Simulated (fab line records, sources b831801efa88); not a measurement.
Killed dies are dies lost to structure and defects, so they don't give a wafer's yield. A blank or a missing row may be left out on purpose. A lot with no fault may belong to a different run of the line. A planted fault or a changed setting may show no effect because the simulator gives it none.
Which tool is to blame? | flow gf180mcu | 7 lots with 21 wafers sampled at 2 steps, on a route of 602 steps

## WHAT THE GAUGES SHOWED, per wafer
GF_M1_CD_MEAS_14 targets a cd of 230 nm.
lot  | measured     | on       | cdNm (nm)
L903 | day 18 04:22 | cdSem-02 | 230.5 231.2 230.4
L907 | day 19 21:37 | cdSem-02 | 229.5 229.8 228.5
L912 | day 21 19:46 | cdSem-02 | 229.9 230.7 230.3
L914 | day 22 11:12 | cdSem-02 | 230.5 230.7 229.4
L917 | day 23 16:31 | cdSem-02 | 230.5 229.6 229.6
L921 | day 24 18:47 | cdSem-01 | 230.8 229.3 230.8
L923 | day 25 09:02 | cdSem-01 | 230.4 231.3 231.3

## WHICH TOOL RAN EACH LOT (tool, then ch and the chambers of the sampled wafers, then the start)
lot  | GF_SALICIDE_RTA_08
L903 | rtpAnneal-01 ch 0, day 16 03:14
L907 | rtpAnneal-02 ch 0, day 17 18:56
L912 | rtpAnneal-01 ch 0, day 19 17:28
L914 | rtpAnneal-02 ch 0, day 20 09:22
L917 | rtpAnneal-01 ch 0, day 21 16:02
L921 | rtpAnneal-01 ch 0, day 22 19:44
L923 | rtpAnneal-01 ch 0, day 23 11:06
- GF_SALICIDE_RTA_08: time 30 s.

## THE ANSWER, worked out from the rows above alone
Rule: what is usual is taken from the lots themselves. The widest of any qualifying gaps counts: lots, ordered by their means at a reading, are off when they make up no more than a third of the lots, leave a main group of 4 or more, and stand apart from it by 3 or more times the standard deviation of that group's means. Not used: any main group whose means are identical at the precision the tables above print for the reading. A lot without any number at a reading at which 4 lots or more have one is off too. All remaining lots with rows at the step are treated as sound.
Nothing can be told from this: no lot is off at any reading shown.

## WHAT WAS PUT IN BY THE SIMULATOR
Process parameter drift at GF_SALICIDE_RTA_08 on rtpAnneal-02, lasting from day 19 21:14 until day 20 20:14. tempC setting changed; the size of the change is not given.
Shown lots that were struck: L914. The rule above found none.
